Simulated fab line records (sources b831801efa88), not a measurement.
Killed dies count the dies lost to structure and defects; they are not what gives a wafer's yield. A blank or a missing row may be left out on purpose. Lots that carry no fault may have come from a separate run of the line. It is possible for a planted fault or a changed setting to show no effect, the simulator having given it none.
fab line records    flow sfq_line
record lots=6  wafers=18  last_day=97
route steps=325 shown M0@32 I0@43
lots that met no fault: from a run of the same line without faults
start_h: start of the lot's first displayed wafer, in hours after the record's first day    wait_h: hours from the lot's prior step to this one    " same as the row above    L1.1+2: one row covering several wafers at once    - no value present, or no start provided    * or withheld: withheld    < > ~ a bound
route shown NAME@n: NAME is a module with steps in the file, n the number in the route of the first one    usual: average and standard deviation across the fault-free wafers    same: alike in all rows    chamber/n: place in a boat    sites: readings site by site    _std_site: how widely they spread, as a standard deviation    _edge_site: inner sites' mean taken away from outer sites' mean    radius_mm: for every site, how far away it sits from the centre of the wafer    mask NAME#n: copy n    behind: the tool/chamber that last shaped the wafer    hold: why the lot was held/for how many hours/how that ended    device: the n, p or np transistor that did not switch    end of line: the route-end tests of the same wafers    a step with no rows: only its recipe    killed: the dies lost at the first sort to structure and to defects; this is not the yield of the wafer    map: a wafer's dies, x killed, . not, _ none there
set.NAME: setting as actually run; set.NAME@STEP: the setting as run at that earlier step    model.NAME: the simulator's own value behind a step, which no gauge read
lots seen at some steps along the route; tables by step, rows by wafer
services: the hour from which a tool's chamber was out of use, counted from the record's first day as start_h (under 0 if before that day), plus the number of hours and why
## steps
# step SFQ_TRILAYER_M0_LITHO_COAT_026
# recipe resist=BARC  spin_rpm=3000  resist_thk_nm=62
# step SFQ_TRILAYER_M0_LITHO_COAT_021
# recipe resist=KrF  spin_rpm=3000  resist_thk_nm=600
# step SFQ_TRILAYER_M0_LITHO_SOFTBAKE_025
# recipe temp_c=withheld  time_s=withheld  resist=KrF
# step SFQ_TRILAYER_M0_LITHO_EXPOSE_022
# recipe mask_id=M0  na=0.6  source_shape=conventional  sigma_outer=0.65  target_cd_nm=500  dose_mj=14.25
# step SFQ_TRILAYER_M0_LITHO_PEB_024
# recipe peb_temp_c=115  peb_time_s=60  resist=KrF
# step SFQ_TRILAYER_M0_LITHO_DEVELOP_023
# recipe time_s=60  resist=KrF
# step SFQ_M0_OVL_MEAS_906
# usual M0_OVL=0/4.9
lot.wafer  tool        chamber  start_h  wait_h  M0_OVL[nm]
L415.2     overlay-02  -        349.05   0.1     -7
L415.3     "           -        "        "       0
L415.6     "           -        "        "       2
L417.1     overlay-01  -        374.49   0.1     0
L417.2     "           -        "        "       -1
L417.5     "           -        "        "       2
L423.1     overlay-01  -        417.82   0.1     1
L423.2     "           -        "        "       4
L423.6     "           -        "        "       2
L424.2     overlay-01  -        435.95   0.1     0
L424.4     "           -        "        "       5
L424.5     "           -        "        "       4
L427.1     overlay-02  -        470.87   0.1     -2
L427.2     "           -        "        "       1
L427.6     "           -        "        "       3
L432.2     overlay-02  -        502.20   0.1     -2
L432.3     "           -        "        "       -3
L432.4     "           -        "        "       -2
# step SFQ_TRILAYER_M0_BARC_OPEN_METAL_ETCH_031
# recipe mask_material=PR  chemistry=O2  target_depth_nm=125  target=BARC  icp_w=600  bias_w=80  pressure_mtorr=10  time_s=41.7
# usual drypump_motor_current_A=5.8/0.48  oes_product_au=0.685/0.0046
lot.wafer  tool          chamber  start_h  wait_h  drypump_motor_current_A  oes_product_au  rf_hours_counter_h
L415.2     rie_metal-04  1        349.10   0.0     6.2                      0.689           -
L415.3     "             1        "        "       6.2                      0.687           -
L415.6     "             1        "        "       6.2                      0.687           -
L417.1     rie_metal-03  0        374.53   0.0     5.6                      0.681           109
L417.2     "             1        "        "       4.9                      0.686           27
L417.5     "             1        "        "       4.9                      0.690           -
L423.1     rie_metal-04  0        418.03   0.2     5.5                      0.693           79
L423.2     "             0        "        "       5.6                      0.685           -
L423.6     "             0        "        "       5.5                      0.685           -
L424.2     rie_metal-02  0        435.98   0.0     6.1                      0.680           56
L424.4     "             1        "        "       6.3                      0.682           -
L424.5     "             1        "        "       6.4                      0.682           -
L427.1     rie_metal-04  0        470.90   0.0     5.5                      0.686           88
L427.2     "             1        "        "       6.2                      0.688           8
L427.6     "             1        "        "       6.2                      0.686           -
L432.2     rie_metal-04  0        502.23   0.0     5.6                      0.690           93
L432.3     "             0        "        "       5.5                      0.686           -
L432.4     "             1        "        "       6.2                      0.677           -
# step SFQ_TRILAYER_M0_ETCH_METAL_ETCH_024
# recipe target=Nb  stop_on=SiO2  mask_material=PR  chemistry=Cl2/Ar  target_depth_nm=240  icp_w=600  bias_w=80  pressure_mtorr=10  time_s=120
# usual drypump_motor_current_A=5.9/0.47  oes_product_au=0.892/0.0065
lot.wafer  tool          chamber  start_h  wait_h  drypump_motor_current_A  oes_product_au  rf_hours_counter_h
L415.2     rie_metal-04  1        349.24   0.1     6.2                      0.887           -
L415.3     "             1        "        "       6.2                      0.889           -
L415.6     "             1        "        "       6.2                      0.893           -
L417.1     rie_metal-03  0        374.59   0.0     5.5                      0.897           109
L417.2     "             1        "        "       4.8                      0.897           27
L417.5     "             1        "        "       4.8                      0.898           -
L423.1     rie_metal-04  0        418.15   0.1     5.5                      0.886           79
L423.2     "             0        "        "       5.5                      0.888           -
L423.6     "             0        "        "       5.5                      0.898           -
L424.2     rie_metal-02  0        436.04   0.0     6.0                      0.892           56
L424.4     "             1        "        "       6.3                      0.898           -
L424.5     "             1        "        "       6.3                      0.902           -
L427.1     rie_metal-04  0        470.96   0.0     5.6                      0.902           88
L427.2     "             1        "        "       6.2                      0.906           8
L427.6     "             1        "        "       6.2                      0.902           -
L432.2     rie_metal-04  0        502.29   0.0     5.5                      0.895           93
L432.3     "             0        "        "       5.5                      0.882           -
L432.4     "             1        "        "       6.2                      0.892           -
# step SFQ_TRILAYER_M0_STRIP_STRIP_025
# recipe gas=O2  power_w=200  platen_temp_c=40  overash_fraction=0.65  chemistry=O2  pressure_mtorr=50
# usual drypump_motor_current_A=5.9/0.45  oes_product_au=1.002/0.0074
lot.wafer  tool          chamber  start_h  wait_h  drypump_motor_current_A  oes_product_au  rf_hours_counter_h
L415.2     rie_metal-04  1        349.65   0.4     6.2                      1.007           -
L415.3     "             1        "        "       6.2                      1.010           -
L415.6     "             1        "        "       6.2                      1.011           -
L417.1     rie_metal-03  0        374.71   0.1     5.5                      1.000           109
L417.2     "             1        "        "       4.8                      0.990           27
L417.5     "             1        "        "       4.8                      0.982           -
L423.1     rie_metal-04  0        418.40   0.2     5.6                      1.001           79
L423.2     "             0        "        "       5.6                      1.005           -
L423.6     "             0        "        "       5.6                      1.012           -
L424.2     rie_metal-02  0        436.16   0.1     6.0                      0.994           56
L424.4     "             1        "        "       6.3                      0.999           -
L424.5     "             1        "        "       6.3                      1.002           -
L427.1     rie_metal-04  0        471.09   0.1     5.6                      1.008           88
L427.2     "             1        "        "       6.2                      1.000           8
L427.6     "             1        "        "       6.2                      1.000           -
L432.2     rie_metal-04  0        502.41   0.1     5.6                      1.012           94
L432.3     "             0        "        "       5.6                      1.008           -
L432.4     "             1        "        "       6.2                      1.007           -
# step SFQ_TRILAYER_M0_STRIP_SOLV_CLEAN_026
# recipe chemistry=NMP  temp_c=70  time_s=600
# step SFQ_TRILAYER_I0_DEP_PECVD_027
# recipe material=SiO2  temp_c=150  time_s=111.11  pressure_torr=2.4  rf_w=183.3  precursor=SiH4/N2O  target_thk_nm=500
# usual heater_power_w=81/14  run_length_s=139.1/0.57  throttle_valve_pct=24.3/1.2
lot.wafer  tool      chamber  start_h  wait_h  heater_power_w  run_length_s  throttle_valve_pct  model.SiO2_of_TRILAYER_I0_DEP_PECVD_027.thk_nm
L415.2     pecvd-04  0        350.82   0.0     93              140.2         23.0                502.7
L415.3     "         1        "        "       96              139.6         23.6                503.6
L415.6     "         2        "        "       70              139.3         23.3                507.5
L417.1     pecvd-02  1        375.50   0.0     88              138.5         24.9                496.1
L417.2     "         2        "        "       82              138.9         23.4                500
L417.5     "         2        "        "       86              138.8         23.1                500.8
L423.1     pecvd-04  1        419.77   0.0     91              139.4         23.8                501.2
L423.2     "         2        "        "       69              147.7         23.9                537
L423.6     "         1        "        "       93              139.3         23.9                503.9
L424.2     pecvd-04  0        436.97   0.0     95              140.2         23.1                495.5
L424.4     "         0        "        "       102             140.2         23.1                499.7
L424.5     "         2        "        "       59              147.1         23.6                539.5
L427.1     pecvd-01  2        471.86   0.0     55              138.3         27.0                494.9
L427.2     "         1        "        "       81              139.8         24.1                488.9
L427.6     "         2        "        "       58              138.4         27.3                500.6
L432.2     pecvd-02  2        503.19   0.0     77              138.7         23.6                499.1
L432.3     "         1        "        "       75              138.5         25.6                497.7
L432.4     "         2        "        "       80              138.9         23.7                503.1
# step SFQ_TRILAYER_I0_CMP_CMP_028
# recipe material=SiO2  down_force_psi=3  platen_rpm=60  pad_velocity_m_s=0.94248
# usual motor_current_A=10.4/1.1  retaining_ring_pressure_frac=0.999/0.0055  time_to_endpoint_s=216/6.8
lot.wafer  tool    chamber  start_h  wait_h  motor_current_A  retaining_ring_pressure_frac  time_to_endpoint_s
L415.2     cmp-01  2        350.90   0.0     11.8             0.997                         217
L415.3     "       1        352.40   1.5     10.0             0.997                         219
L415.6     "       3        353.40   2.5     9.8              1.004                         221
L417.1     cmp-02  2        376.08   0.5     10.3             0.991                         218
L417.2     "       0        377.08   1.5     8.6              1.008                         224
L417.5     "       1        "        "       10.4             0.997                         215
L423.2     cmp-02  2        434.11   14.3    9.8              1.000                         244
L423.1     "       3        "        "       12.8             0.996                         217
L423.6     "       0        "        "       8.6              0.996                         223
L424.2     cmp-02  1        469.11   32.1    10.9             0.998                         217
L424.4     "       3        470.11   33.1    12.1             0.994                         219
L424.5     "       2        471.61   34.6    10.2             1.004                         241
L427.1     cmp-02  0        487.11   15.2    8.9              0.997                         216
L427.2     "       1        "        "       10.2             1.011                         214
L427.6     "       0        489.11   17.2    8.7              1.013                         223
L432.3     cmp-01  2        505.96   2.7     12.4             1.008                         201
L432.2     "       3        "        "       9.9              0.999                         205
L432.4     "       0        "        "       10.3             1.007                         210
# step SFQ_I0_BOW_MEAS_907
# recipe mode=bow
# usual I0_BOW=1/7.9
lot.wafer  tool           chamber  start_h  wait_h  I0_BOW[um]
L415.2     film_metro-04  -        353.92   2.5     -5
L415.3     "              -        "        "       -3
L415.6     "              -        "        "       1
L417.1     film_metro-02  -        378.58   2.0     16
L417.2     "              -        "        "       -3
L417.5     "              -        "        "       9
L423.1     film_metro-04  -        436.11   1.0     2
L423.2     "              -        "        "       -9
L423.6     "              -        "        "       -5
L424.2     film_metro-02  -        472.13   2.5     14
L424.4     "              -        "        "       1
L424.5     "              -        "        "       10
L427.1     film_metro-02  -        490.11   2.5     12
L427.2     "              -        "        "       -1
L427.6     "              -        "        "       -6
L432.2     film_metro-03  -        508.98   2.0     7
L432.3     "              -        "        "       11
L432.4     "              -        "        "       10
## services
tool          chamber  start_h  hours  kind
cmp-02        -        338.30   4.8    pm
pecvd-04      -        355.74   0.8    repair
cmp-01        -        360.15   2.4    repair
pecvd-01      -        365.58   5.5    pm
rie_metal-04  -        374.18   1.4    pm
pecvd-02      0        382.78   18.3   repair
rie_metal-03  -        389.46   14.6   pm
pecvd-04      -        398.70   0.9    repair
rie_metal-04  1        399.22   -      clean
rie_metal-04  1        399.22   22.1   scheduled_down
rie_metal-04  1        399.22   22.1   vent_cycle
cmp-02        -        403.09   1.2    repair
rie_metal-03  -        404.06   28.1   pm
cmp-02        -        408.11   4.0    pm
cmp-02        -        412.11   -      consumable_replace:conditioner
cmp-02        -        412.11   -      consumable_replace:pad
cmp-01        -        418.61   48.3   repair
pecvd-02      -        430.30   0.8    pm
rie_metal-02  -        430.57   2.8    pm
cmp-02        -        478.69   2.0    repair
pecvd-01      0        487.32   4.4    repair
cmp-02        -        501.97   0.7    repair
## key
first_sign step=SFQ_TRILAYER_I0_DEP_PECVD_027  reading=run_length_s  direction=up  sigmas=15  usual=*  struck=*
effect step=SFQ_TRILAYER_I0_CMP_CMP_028  reading=time_to_endpoint_s  direction=up  sigmas=3.9  usual=*  struck=*
model_effect step=SFQ_TRILAYER_I0_DEP_PECVD_027  value=SiO2_of_TRILAYER_I0_DEP_PECVD_027.thk_nm  without=500.7  struck=538.3
met_at SFQ_TRILAYER_I0_DEP_PECVD_027
struck_wafers L423.2,L424.5
onset_between 350.82 419.77
fault kind=process_parameter_drift  tool=pecvd-04  chamber=2  onset_h=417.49  steps=SFQ_TRILAYER_I0_DEP_PECVD_027  channel=time_s  offset=*  shape=step  end_h=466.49  acts_in=*  stated=*
